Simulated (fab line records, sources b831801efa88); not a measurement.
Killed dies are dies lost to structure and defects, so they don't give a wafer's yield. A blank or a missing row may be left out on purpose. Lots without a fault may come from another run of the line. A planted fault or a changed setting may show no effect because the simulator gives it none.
fab line records | flow sky130
record lots=6 wafers=18 last_day=50
route steps=708 shown VIA4@651 METAL5@661 PAD_OPEN@708
lots that met no fault: from a run of the same line without faults
start_h: hours from the record's first day to the start of the lot's first wafer shown | wait_h: hours since the lot's step before | " the same as in the row above | L1.1+2: a row that stands for several wafers | - no value, or no start given | * or withheld: withheld | < > ~ a bound
route shown NAME@n: a module of which the file shows steps, and the number in the route of the first | usual: mean/standard deviation of fault-free wafers | same: alike in all rows | chamber/n: place in a boat | sites: the reading at each site | _std_site: their standard deviation | _edge_site: outer sites' mean less inner sites' | radius_mm: how far each site lies from the wafer's centre | mask NAME#n: copy n | behind: the tool/chamber that last shaped the wafer | hold: why the lot was held/for how many hours/how that ended | device: the transistor (n, p or np) that didn't switch | end of line: the same wafers' tests at the end of the route | a step without rows: its recipe alone | killed: dies lost to structure and defects at the first sort, not the wafer's yield | map: a wafer's dies, x killed, . not, _ none there
set.NAME: the setting as run; set.NAME@STEP: as run at that earlier step | model.NAME: the simulator's own value behind a step, which no gauge read
lots at some steps of the route; a table a step, a row a wafer
services: from which hour (start_h, from the record's first day; less than 0 if before it) a tool's chamber was out of use, for how many hours, and why
## steps
# step SKY_VIA4_ETCH_12
# recipe target=SiO2 chemistry=C4F8/O2/Ar stop_on=TiN mask_material=NOVOLAK source_w=1500 bias_w=1161 pressure_mtorr=40 c4f8_flow_sccm=withheld O2_flow_sccm=6 Ar_flow_sccm=300 time_s=withheld target_depth_a=5800
# usual oes_product_au=0.925/0.0043 rf_fwd_power_W=1490/5.3
# columns lot.wafer tool chamber start_h wait_h oes_product_au rf_fwd_power_W
L180.1 rie_diel-03 0 1037.71 0.0 0.931 1488
L180.2 " 3 " " 0.919 1493
L180.6 " 3 " " 0.929 1497
L184.2 rie_diel-01 2 1061.63 0.0 0.922 1494
L184.3 " 0 " " 0.924 1484
L184.5 " 1 " " 0.923 1489
L189.2 rie_diel-04 3 1094.87 0.0 0.932 1486
L189.3 " 0 " " 0.921 1491
L189.4 " 2 " " 0.925 1491
L190.1 rie_diel-01 1 1095.41 0.0 0.931 1488
L190.3 " 0 " " 0.924 1480
L190.6 " 1 " " 0.924 1488
L192.2 rie_diel-03 1 1112.81 0.0 0.930 1482
L192.3 " 3 " " 0.926 1493
L192.4 " 2 " " 0.925 1504
L197.3 rie_diel-03 2 1137.71 0.0 0.928 1491
L197.4 " 3 " " 0.929 1497
L197.6 " 0 " " 0.924 1493
# step SKY_VIA4_STRIP_13
# recipe chemistry=O2/N2 power_w=1400 pressure_mtorr=1500 platen_temp_c=withheld o2_flow_sccm=3000 n2_flow_sccm=300 overash_fraction=0.5
# usual drypump_motor_current_A=5.8/0.35 oes_product_au=0.709/0.004 strip_time_to_endpoint_s=12.81/0.031
# same overash_fraction=0.5
# columns lot.wafer tool chamber start_h wait_h drypump_motor_current_A oes_product_au rf_hours_counter_h strip_time_to_endpoint_s
L180.1 plasma_asher-01 1 1037.78 - 6.2 0.710 123 12.82
L180.2 " 0 " " 5.5 0.711 123 12.79
L180.6 " 1 " " 6.2 0.710 - 12.82
L184.2 plasma_asher-04 0 1061.70 - 5.7 0.713 33 12.85
L184.3 " 1 " " 6.2 0.709 - 12.83
L184.5 " 0 " " 5.7 0.703 - 12.81
L189.2 plasma_asher-03 0 1094.94 - 5.8 0.711 91 12.79
L189.3 " 1 " " 5.2 0.709 - 12.83
L189.4 " 0 " " 5.9 0.710 - 12.80
L190.1 plasma_asher-04 0 1095.48 - 5.7 0.702 36 12.82
L190.3 " 1 " " 6.1 0.702 - 12.81
L190.6 " 1 " " 6.1 0.708 - 12.84
L192.2 plasma_asher-03 1 1112.88 - 5.3 0.710 93 12.80
L192.3 " 1 " " 5.3 0.703 - 12.81
L192.4 " 0 " " 5.9 0.706 - 12.80
L197.3 plasma_asher-04 1 1137.82 - 6.2 0.711 - 12.81
L197.4 " 0 " " 5.7 0.709 - 12.82
L197.6 " 1 " " 6.2 0.712 - 12.82
# step SKY_VIA4_STRIP_14
# recipe chemistry=post_etch_residue_remover time_s=1200 temp_c=72.5
# step SKY_VIA4_CLEAN_15
# recipe chemistry=IPA time_s=180 temp_c=25
# step SKY_VIA4_CLEAN_16
# recipe chemistry=O3/DIW dry=n2_spin
# step SKY_VIA4_SPUTTER_17
# recipe material=TiN target_thk_nm=20 chamber_pressure_pa=5 power_w=4000 time_s=80
# step SKY_VIA4_CVD_18
# recipe material=W target_thk_nm=505 time_s=152.14 temp_c=400 pressure_torr=40
# step SKY_VIA4_RS_MEAS_19
# recipe thk_meas_gauge=four-point-probe reads=W_of_VIA4_CVD_18+TiN_of_VIA4_SPUTTER_17
# usual VIA4_W_RS=0.2270/0.0024
# columns lot.wafer tool chamber start_h wait_h VIA4_W_RS[ohm/sq]
L180.1 film_metro-03 - 1038.65 0.1 0.2263
L180.2 " - " " 0.2246
L180.6 " - " " 0.2284
L184.2 film_metro-01 - 1062.57 0.1 0.2276
L184.3 " - " " 0.2259
L184.5 " - " " 0.2272
L189.2 film_metro-03 - 1095.77 0.1 0.2253
L189.3 " - " " 0.2271
L189.4 " - " " 0.2257
L190.1 film_metro-01 - 1096.29 0.1 0.2278
L190.3 " - " " 0.2287
L190.6 " - " " 0.2278
L192.2 film_metro-03 - 1113.71 0.1 0.2288
L192.3 " - " " 0.2266
L192.4 " - " " 0.2266
L197.3 film_metro-03 - 1139.03 0.1 0.2300
L197.4 " - " " 0.2302
L197.6 " - " " 0.2281
# step SKY_VIA4_THK_MEAS_20
# recipe thk_meas_gauge=xrf reads=W_of_VIA4_CVD_18
# usual VIA4_W_THK=510/8.2
# columns lot.wafer tool chamber start_h wait_h VIA4_W_THK[nm]
L180.1 film_metro-03 - 1038.77 0.1 506
L180.2 " - " " 507
L180.6 " - " " 499
L184.2 film_metro-01 - 1062.68 0.1 516
L184.3 " - " " 520
L184.5 " - " " 518
L189.2 film_metro-03 - 1095.88 0.1 507
L189.3 " - " " 508
L189.4 " - " " 509
L190.1 film_metro-01 - 1096.41 0.1 519
L190.3 " - " " 513
L190.6 " - " " 522
L192.2 film_metro-03 - 1113.82 0.1 497
L192.3 " - " " 503
L192.4 " - " " 502
L197.3 film_metro-03 - 1139.13 0.1 498
L197.4 " - " " 498
L197.6 " - " " 499
# step SKY_VIA4_CMP_21
# recipe stop_on=SiO2 t_overpolish_s=25 down_force_psi=3.5 platen_rpm=60 target_thk_nm=0 pad_velocity_m_s=0.94248
# usual motor_current_A=10.8/1.4 overpolish_run_s=25.001/0.0088 time_to_endpoint_s=121/3.9
# columns lot.wafer tool chamber start_h wait_h motor_current_A overpolish_run_s time_to_endpoint_s
L180.2 cmp-01 3 1038.83 0.0 10.3 25.005 120
L180.1 " 1 " " 13.5 24.999 122
L180.6 " 3 " " 11.1 25.000 120
L184.2 cmp-02 0 1062.78 0.1 11.7 25.007 117
L184.3 " 1 " " 8.7 25.004 120
L184.5 " 3 " " 11.2 25.001 124
L189.4 cmp-02 1 1095.93 0.0 8.9 25.001 123
L189.2 " 3 " " 11.5 24.994 124
L189.3 " 0 " " 11.4 25.018 122
L190.1 cmp-02 3 1096.57 0.1 11.3 25.008 119
L190.3 " 0 " " 11.7 25.009 115
L190.6 " 2 " " 11.3 25.000 117
L192.3 cmp-02 2 1113.87 0.0 11.4 25.010 119
L192.2 " 3 " " 11.3 24.998 123
L192.4 " 1 " " 8.6 25.013 121
L197.3 cmp-02 0 1139.27 0.1 12.2 25.000 119
L197.4 " 1 " " 8.8 24.996 116
L197.6 " 2 " " 10.6 25.009 118
# step SKY_METAL5_SPUTTER_00
# recipe material=Ti target_thk_nm=15 power_w=3000 time_s=10 chamber_pressure_pa=0.4
# step SKY_METAL5_SPUTTER_01
# recipe material=TiN target_thk_nm=20 power_w=6500 time_s=16.7 chamber_pressure_pa=0.4
# usual throttle_valve_pct=30.5/1.2
# same time_s=16.7
# columns lot.wafer tool chamber start_h wait_h throttle_valve_pct
L180.1 pvd_sputter-03 - 1039.16 0.0 30.2
L180.2 " - " " 29.7
L180.6 " - " " 31.0
L184.2 pvd_sputter-01 - 1063.05 0.0 31.2
L184.3 " - " " 28.8
L184.5 " - " " 31.7
L189.2 pvd_sputter-01 - 1096.25 0.0 30.7
L189.3 " - " " 31.1
L189.4 " - " " 32.2
L190.1 pvd_sputter-03 - 1096.79 0.0 31.1
L190.3 " - " " 30.9
L190.6 " - " " 30.7
L192.2 pvd_sputter-01 - 1114.19 0.0 31.4
L192.3 " - " " 32.0
L192.4 " - " " 28.4
L197.3 pvd_sputter-04 - 1139.50 0.0 30.9
L197.4 " - " " 32.4
L197.6 " - " " 29.9
# step SKY_METAL5_SPUTTER_02
# recipe material=AlCu target_thk_nm=1150 power_w=10600 time_s=63.78 chamber_pressure_pa=0.4
# usual throttle_valve_pct=30.5/1.2
# columns lot.wafer tool chamber start_h wait_h throttle_valve_pct model.AlCu_of_METAL5_SPUTTER_02.thk_nm
L180.1 pvd_sputter-03 - 1039.18 0.0 30.1 1213
L180.2 " - " " 29.4 1195
L180.6 " - " " 31.2 1205
L184.2 pvd_sputter-01 - 1063.08 0.0 31.4 1202
L184.3 " - " " 28.4 1210
L184.5 " - " " 32.2 1206
L189.2 pvd_sputter-01 - 1096.28 0.0 30.6 1743
L189.3 " - " " 31.2 1728
L189.4 " - " " 32.1 1735
L190.1 pvd_sputter-03 - 1096.82 0.0 31.0 1194
L190.3 " - " " 30.9 1205
L190.6 " - " " 31.1 1215
L192.2 pvd_sputter-01 - 1114.22 0.0 31.4 1751
L192.3 " - " " 32.2 1748
L192.4 " - " " 28.8 1753
L197.3 pvd_sputter-04 - 1139.52 0.0 30.8 1187
L197.4 " - " " 32.5 1186
L197.6 " - " " 29.6 1199
# step SKY_METAL5_SPUTTER_03
# recipe material=Ti target_thk_nm=5 power_w=3000 time_s=3.3 chamber_pressure_pa=0.4
# usual throttle_valve_pct=30.5/1.2
# same time_s=3.3
# columns lot.wafer tool chamber start_h wait_h throttle_valve_pct
L180.1 pvd_sputter-03 - 1039.23 0.0 30.1
L180.2 " - " " 29.6
L180.6 " - " " 31.0
L184.2 pvd_sputter-01 - 1063.13 0.0 31.2
L184.3 " - " " 28.5
L184.5 " - " " 32.1
L189.2 pvd_sputter-01 - 1096.33 0.0 30.7
L189.3 " - " " 31.1
L189.4 " - " " 32.0
L190.1 pvd_sputter-03 - 1096.87 0.0 31.2
L190.3 " - " " 31.1
L190.6 " - " " 30.8
L192.2 pvd_sputter-01 - 1114.27 0.0 31.4
L192.3 " - " " 32.1
L192.4 " - " " 28.6
L197.3 pvd_sputter-04 - 1139.57 0.0 30.8
L197.4 " - " " 32.3
L197.6 " - " " 29.6
# step SKY_METAL5_SPUTTER_04
# recipe material=TiN target_thk_nm=70 power_w=6500 time_s=58.3 chamber_pressure_pa=0.4
# step SKY_METAL5_RS_MEAS_05
# recipe thk_meas_gauge=four-point-probe reads=TiN_of_METAL5_SPUTTER_04+Ti_of_METAL5_SPUTTER_03+AlCu_of_METAL5_SPUTTER_02+TiN_of_METAL5_SPUTTER_01+Ti_of_METAL5_SPUTTER_00
# usual METAL5_ALCU_RS=0.02598/0.00025
# columns lot.wafer tool chamber start_h wait_h METAL5_ALCU_RS[ohm/sq]
L180.1 film_metro-04 - 1039.30 0.0 0.02568
L180.2 " - " " 0.02608
L180.6 " - " " 0.02589
L184.2 film_metro-02 - 1063.21 0.0 0.02599
L184.3 " - " " 0.02576
L184.5 " - " " 0.02579
L189.2 film_metro-03 - 1096.41 0.0 0.01774
L189.3 " - " " 0.01797
L189.4 " - " " 0.01786
L190.1 film_metro-02 - 1096.94 0.0 0.02604
L190.3 " - " " 0.02581
L190.6 " - " " 0.02562
L192.2 film_metro-03 - 1114.36 0.0 0.01771
L192.3 " - " " 0.01775
L192.4 " - " " 0.01769
L197.3 film_metro-02 - 1139.68 0.1 0.0262
L197.4 " - " " 0.02625
L197.6 " - " " 0.02596
# step SKY_METAL5_THK_MEAS_06
# recipe thk_meas_gauge=xrf reads=AlCu_of_METAL5_SPUTTER_02
# usual METAL5_ALCU_THK=1176/15
# columns lot.wafer tool chamber start_h wait_h METAL5_ALCU_THK[nm]
L180.1 film_metro-04 - 1039.42 0.1 1196
L180.2 " - " " 1183
L180.6 " - " " 1188
L184.2 film_metro-02 - 1063.32 0.1 1162
L184.3 " - " " 1179
L184.5 " - " " 1173
L189.2 film_metro-03 - 1096.52 0.1 1718
L189.3 " - " " 1705
L189.4 " - " " 1701
L190.1 film_metro-02 - 1097.06 0.1 1165
L190.3 " - " " 1172
L190.6 " - " " 1179
L192.2 film_metro-03 - 1114.47 0.1 1719
L192.3 " - " " 1727
L192.4 " - " " 1728
L197.3 film_metro-02 - 1139.78 0.1 1155
L197.4 " - " " 1157
L197.6 " - " " 1165
# step SKY_METAL5_DEHYDRATE_07
# recipe temp_c=200 time_s=60
# step SKY_METAL5_HMDS_08
# recipe prime_time_s=60 prime_temp_c=120
# step SKY_METAL5_COAT_09
# recipe resist=NOVOLAK spin_rpm=3000 resist_thk_nm=1800
# step SKY_METAL5_SOFTBAKE_10
# recipe temp_c=90 time_s=60 resist=NOVOLAK
# step SKY_METAL5_EXPOSE_11
# recipe mask_id=MM5 na=0.6 source_shape=conventional sigma_outer=0.6 polarization=unpolarized target_cd_nm=1600 dose_mj=190
# step SKY_METAL5_PEB_12
# recipe temp_c=withheld time_s=* resist=NOVOLAK
# step SKY_METAL5_DEVELOP_13
# recipe resist=NOVOLAK developer=TMAH develop_time_s=60 dev_temp_c=23
# step SKY_METAL5_DESCUM_14
# recipe chemistry=O2 source_power_w=150 bias_power_w=0 pressure_mtorr=10 temp_c=40 time_s=11
# step SKY_METAL5_METAL_ETCH_15
# recipe target_depth_a=12600 stop_on=SiO2 over_etch_frac=0.2 time_s=252 chemistry=Cl2/BCl3 resist_sidewall_deg=86 pressure_mtorr=10 icp_w=900 bias_w=48.5 Cl2_flow_sccm=60 bcl3_flow_sccm=30
# usual drypump_motor_current_A=5.9/0.4 oes_product_au=0.899/0.0062 rf_fwd_power_W=898.0/2.6 throttle_valve_pct=22.264/0.0087
# same time_s=252
# columns lot.wafer tool chamber start_h wait_h drypump_motor_current_A oes_product_au rf_fwd_power_W rf_hours_counter_h throttle_valve_pct
L180.1 rie_metal-04 1 1060.51 0.0 6.4 0.915 897.4 9 22.266
L180.2 " 0 " " 5.5 0.907 894.6 14 22.277
L180.6 " 1 " " 6.4 0.896 897.3 - 22.271
L184.2 rie_metal-01 0 1084.10 0.0 5.7 0.898 899.4 2 22.260
L184.3 " 1 " " 5.5 0.907 900.7 - 22.264
L184.5 " 1 " " 5.5 0.895 900.8 - 22.274
L189.2 rie_metal-04 1 1116.65 0.0 6.4 0.998 899.1 13 22.274
L189.3 " 0 " " 5.5 1.005 896.3 - 22.256
L189.4 " 1 " " 6.4 0.992 900.4 - 22.261
L190.1 rie_metal-01 1 1116.95 0.0 5.4 0.905 897.5 24 22.279
L190.3 " 0 " " 5.7 0.901 898.4 - 22.250
L190.6 " 1 " " 5.5 0.909 898.5 - 22.275
L192.2 rie_metal-03 0 1133.80 0.0 6.4 0.999 903.6 9 22.269
L192.3 " 0 " " 6.4 0.989 899.8 - 22.268
L192.4 " 1 " " 5.8 1.012 896.6 - 22.261
L197.3 rie_metal-01 0 1157.34 0.1 5.7 0.901 899.0 - 22.272
L197.4 " 1 " " 5.5 0.895 893.9 - 22.286
L197.6 " 1 " " 5.5 0.901 897.9 - 22.261
# step SKY_METAL5_STRIP_16
# recipe chemistry=O2/N2 power_w=1400 pressure_mtorr=1500 platen_temp_c=withheld o2_flow_sccm=3000 n2_flow_sccm=300 overash_fraction=0.5
# step SKY_PAD_OPEN_PROBE_99
# usual defect_limited_yield=82.8/1.8 killed_at_M0_to_M3=43/6.3 killed_at_M4_up=3.1/1.9 killed_at_contacts=24/5.1 killed_at_front_end=14/4.3 killed_at_other=0.3/0.53 killed_dies=85/8.8 killed_on_rim=17/3.9 killed_open=46/7.1 killed_short=38/5.9 sort_bin_3_pad_short=0.8/0.41 sort_bin_5_function=10.4/1.5 sort_bin_6_memory=6.1/1.1 sort_n_pass=407/8.8 sort_yield_pct=82.8/1.8
# same gross_dies=492 killed_at_back_side=0 sort_bin_4_leakage[%]=0 sort_bin_8_speed[%]=0
# columns lot.wafer tool chamber start_h wait_h defect_limited_yield[%] killed_at_M0_to_M3 killed_at_M4_up killed_at_contacts killed_at_front_end killed_at_other killed_dies killed_on_rim killed_open killed_short sort_bin_3_pad_short[%] sort_bin_5_function[%] sort_bin_6_memory[%] sort_n_pass sort_yield_pct[%]
L184.2 prober-02 - 1127.59 0.1 83.5 35 5 28 13 0 81 11 40 40 0.8 10.8 4.9 411 83.5
L184.3 prober-02 - 1127.64 0.2 82.3 46 5 27 9 0 87 16 55 32 1.4 9.3 6.9 405 82.3
L184.5 prober-02 - 1127.74 0.2 78.3 44 4 35 24 0 107 22 67 40 1.2 13.6 6.9 385 78.3
L189.2 prober-01 - 1157.05 0.1 0 33 422 23 13 1 492 96 38 33 0.4 94.3 5.3 0 0
L189.3 prober-01 - 1157.10 0.2 0 43 409 28 12 0 492 96 51 36 1.0 92.1 6.9 0 0
L189.4 prober-01 - 1157.15 0.2 0 38 414 25 14 1 492 96 48 31 0.8 94.1 5.1 0 0
L190.1 prober-02 - 1157.28 0.1 85.2 40 4 21 8 0 73 17 37 36 0.8 6.9 7.1 419 85.2
L190.3 prober-02 - 1157.38 0.2 83.7 44 1 18 16 1 80 12 32 48 0.4 8.7 7.1 412 83.7
L190.6 prober-02 - 1157.53 0.2 87.2 44 0 12 7 0 63 12 42 21 0.2 6.7 5.9 429 87.2
L192.2 prober-02 - 1172.60 0.1 0 42 401 28 20 1 492 96 44 48 1.0 94.5 4.5 0 0
L192.3 prober-02 - 1172.65 0.2 0 41 403 30 18 0 492 96 60 33 0.4 90.0 9.6 0 0
L192.4 prober-02 - 1172.70 0.2 0 45 407 26 14 0 492 96 48 40 0.4 93.1 6.5 0 0
# killed by level:class
L184.2 VIA1:geometric_particle:open=10 CONTACT:geometric_particle:open=7 CONTACT:geometric_particle:short=7 LOCAL_INTERCONNECT:geometric_particle:short=6 LI_CONTACT:geometric_particle:open=5 VIA3:geometric_particle:open=5 FIELD_ISO:geometric_particle:short=4 POLY_GATE:geometric_particle:short=3
L184.3 VIA1:geometric_particle:open=17 LI_CONTACT:geometric_particle:open=10 VIA3:geometric_particle:open=8 CONTACT:geometric_particle:open=8 CONTACT:geometric_particle:short=5 METAL1:geometric_particle:short=5 METAL4:geometric_particle:short=4 FIELD_ISO:geometric_particle:open=3
L184.5 CONTACT:geometric_particle:open=13 VIA1:geometric_particle:open=12 LI_CONTACT:geometric_particle:open=10 FIELD_ISO:geometric_particle:open=8 CONTACT:geometric_particle:short=6 VIA2:geometric_particle:open=6 VIA3:geometric_particle:open=5 FIELD_ISO:geometric_particle:short=4
L189.2 METAL5:area_etch=420 LOCAL_INTERCONNECT:geometric_particle:short=8 VIA1:geometric_particle:open=6 VIA3:geometric_particle:open=6 CONTACT:geometric_particle:open=6 METAL1:geometric_particle:short=6 LI_CONTACT:geometric_particle:open=5 VIA2:geometric_particle:open=5
L189.3 METAL5:area_etch=405 VIA1:geometric_particle:open=13 LI_CONTACT:geometric_particle:open=10 CONTACT:geometric_particle:open=9 VIA3:geometric_particle:open=8 VIA3:geometric_particle:short=5 METAL1:geometric_particle:short=4 METAL4:geometric_particle:short=4
L189.4 METAL5:area_etch=413 VIA1:geometric_particle:open=9 CONTACT:geometric_particle:open=9 LI_CONTACT:geometric_particle:open=8 VIA3:geometric_particle:open=6 FIELD_ISO:geometric_particle:open=5 LOCAL_INTERCONNECT:geometric_particle:short=5 POLY_GATE:geometric_particle:short=4
L190.1 CONTACT:geometric_particle:open=9 VIA1:geometric_particle:open=7 VIA3:geometric_particle:open=6 VIA1:geometric_particle:short=6 LI_CONTACT:geometric_particle:open=5 CONTACT:geometric_particle:short=5 METAL1:geometric_particle:short=5 VIA2:geometric_particle:open=5
L190.3 VIA1:geometric_particle:short=7 FIELD_ISO:geometric_particle:short=6 FIELD_ISO:geometric_particle:open=5 LI_CONTACT:geometric_particle:open=5 METAL1:geometric_particle:short=5 VIA1:geometric_particle:open=5 VIA2:geometric_particle:short=5 VIA2:geometric_particle:open=5
L190.6 VIA3:geometric_particle:open=10 VIA2:geometric_particle:open=9 VIA1:geometric_particle:open=6 CONTACT:geometric_particle:open=5 VIA1:geometric_particle:short=5 VIA3:geometric_particle:short=4 POLY_GATE:geometric_particle:open=3 LI_CONTACT:geometric_particle:open=3
L192.2 METAL5:area_etch=400 VIA1:geometric_particle:open=14 CONTACT:geometric_particle:open=10 METAL1:geometric_particle:short=9 FIELD_ISO:geometric_particle:short=8 LI_CONTACT:geometric_particle:open=5 LOCAL_INTERCONNECT:geometric_particle:short=5 CONTACT:geometric_particle:short=5
L192.3 METAL5:area_etch=399 CONTACT:geometric_particle:open=11 LI_CONTACT:geometric_particle:open=10 VIA1:geometric_particle:open=10 VIA3:geometric_particle:open=10 FIELD_ISO:geometric_particle:short=5 VIA1:geometric_particle:short=5 FIELD_ISO:geometric_particle:open=4
L192.4 METAL5:area_etch=404 VIA1:geometric_particle:open=11 VIA2:geometric_particle:open=9 VIA3:geometric_particle:open=7 LI_CONTACT:geometric_particle:open=7 CONTACT:geometric_particle:short=6 CONTACT:geometric_particle:open=5 LOCAL_INTERCONNECT:geometric_particle:short=4
# map L189.2 (x killed, . not)
__________xxxxxxxxxx_________
________xxxxxxxxxxxxxx_______
______xxxxxxxxxxxxxxxxxx_____
_____xxxxxxxxxxxxxxxxxxxx____
____xxxxxxxxxxxxxxxxxxxxxx___
___xxxxxxxxxxxxxxxxxxxxxxxx__
__xxxxxxxxxxxxxxxxxxxxxxxxxx_
_xxxxxxxxxxxxxxxxxxxxxxxxxxxx
_xxxxxxxxxxxxxxxxxxxxxxxxxxxx
_xxxxxxxxxxxxxxxxxxxxxxxxxxxx
_xxxxxxxxxxxxxxxxxxxxxxxxxxxx
_xxxxxxxxxxxxxxxxxxxxxxxxxxxx
_xxxxxxxxxxxxxxxxxxxxxxxxxxxx
_xxxxxxxxxxxxxxxxxxxxxxxxxxxx
_xxxxxxxxxxxxxxxxxxxxxxxxxxxx
__xxxxxxxxxxxxxxxxxxxxxxxxxx_
___xxxxxxxxxxxxxxxxxxxxxxxx__
____xxxxxxxxxxxxxxxxxxxxxx___
_____xxxxxxxxxxxxxxxxxxxx____
______xxxxxxxxxxxxxxxxxx_____
________xxxxxxxxxxxxxx_______
__________xxxxxxxxxx_________
# map L192.2 (x killed, . not)
__________xxxxxxxxxx_________
________xxxxxxxxxxxxxx_______
______xxxxxxxxxxxxxxxxxx_____
_____xxxxxxxxxxxxxxxxxxxx____
____xxxxxxxxxxxxxxxxxxxxxx___
___xxxxxxxxxxxxxxxxxxxxxxxx__
__xxxxxxxxxxxxxxxxxxxxxxxxxx_
_xxxxxxxxxxxxxxxxxxxxxxxxxxxx
_xxxxxxxxxxxxxxxxxxxxxxxxxxxx
_xxxxxxxxxxxxxxxxxxxxxxxxxxxx
_xxxxxxxxxxxxxxxxxxxxxxxxxxxx
_xxxxxxxxxxxxxxxxxxxxxxxxxxxx
_xxxxxxxxxxxxxxxxxxxxxxxxxxxx
_xxxxxxxxxxxxxxxxxxxxxxxxxxxx
_xxxxxxxxxxxxxxxxxxxxxxxxxxxx
__xxxxxxxxxxxxxxxxxxxxxxxxxx_
___xxxxxxxxxxxxxxxxxxxxxxxx__
____xxxxxxxxxxxxxxxxxxxxxx___
_____xxxxxxxxxxxxxxxxxxxx____
______xxxxxxxxxxxxxxxxxx_____
________xxxxxxxxxxxxxx_______
__________xxxxxxxxxx_________
## services
# columns tool chamber start_h hours kind
rie_diel-04 2 1013.74 34.3 repair
rie_metal-01 1 1014.26 18.6 repair
pvd_sputter-03 - 1016.42 6.8 repair
pvd_sputter-01 - 1020.79 7.9 repair
rie_diel-01 - 1027.35 0.9 repair
rie_metal-03 - 1028.15 1.4 pm
rie_metal-01 - 1034.88 1.8 repair
rie_diel-04 - 1035.13 28.1 pm
cmp-01 - 1049.54 2.5 repair
cmp-02 - 1050.85 4.0 repair
plasma_asher-01 - 1055.25 9.0 pm
cmp-02 - 1055.54 0.9 repair
rie_diel-04 - 1074.03 0.4 repair
cmp-02 - 1077.05 0.3 repair
cmp-02 - 1084.00 4.0 pm
rie_diel-03 - 1099.51 0.1 repair
pvd_sputter-04 - 1102.45 0.6 repair
pvd_sputter-04 - 1110.29 7.8 repair
cmp-02 - 1112.12 0.8 repair
rie_diel-03 1 1118.97 1.8 repair
pvd_sputter-01 - 1122.18 5.5 repair
rie_diel-01 1 1139.25 6.5 repair
rie_diel-01 3 1151.76 14.0 repair
rie_diel-03 - 1154.76 14.6 pm
## key
first_sign step=SKY_METAL5_RS_MEAS_05 reading=METAL5_ALCU_RS direction=down sigmas=32 usual=0.02598 struck=0.01778
effect step=SKY_METAL5_THK_MEAS_06 reading=METAL5_ALCU_THK direction=up sigmas=37 usual=1176 struck=1716
effect step=SKY_METAL5_METAL_ETCH_15 reading=oes_product_au direction=up sigmas=16 usual=0.899 struck=0.999
effect step=SKY_PAD_OPEN_PROBE_99 reading=killed_at_M4_up direction=up sigmas=99+ usual=3.1 struck=409.3
model_effect step=SKY_METAL5_SPUTTER_02 value=AlCu_of_METAL5_SPUTTER_02.thk_nm without=1197 struck=1743
more_kills_born_at SKY_METAL5_METAL_ETCH_15@rie_metal-04=1238 SKY_METAL5_METAL_ETCH_15@rie_metal-03=1203
met_at SKY_METAL5_SPUTTER_02
struck_wafers L189.2,L189.3,L189.4,L192.2,L192.3,L192.4
later_rows_left_out L189.2,L189.3,L189.4,L192.2,L192.3,L192.4
onset_between 1063.08 1096.28
also_fits SKY_VIA4_STRIP_13:plasma_asher-03,SKY_METAL5_SPUTTER_01:pvd_sputter-01,SKY_METAL5_SPUTTER_03:pvd_sputter-01
fault kind=process_parameter_drift tool=pvd_sputter-01 chamber=- onset_h=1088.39 steps=SKY_METAL5_SPUTTER_02 channel=target_thk_nm offset=523.78 shape=step end_h=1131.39 acts_in=these_recipes_only stated=1150
# later_rows_left_out: the simulator's readings of these wafers behind a module that went badly wrong aren't trusted and aren't shown, but for the sort
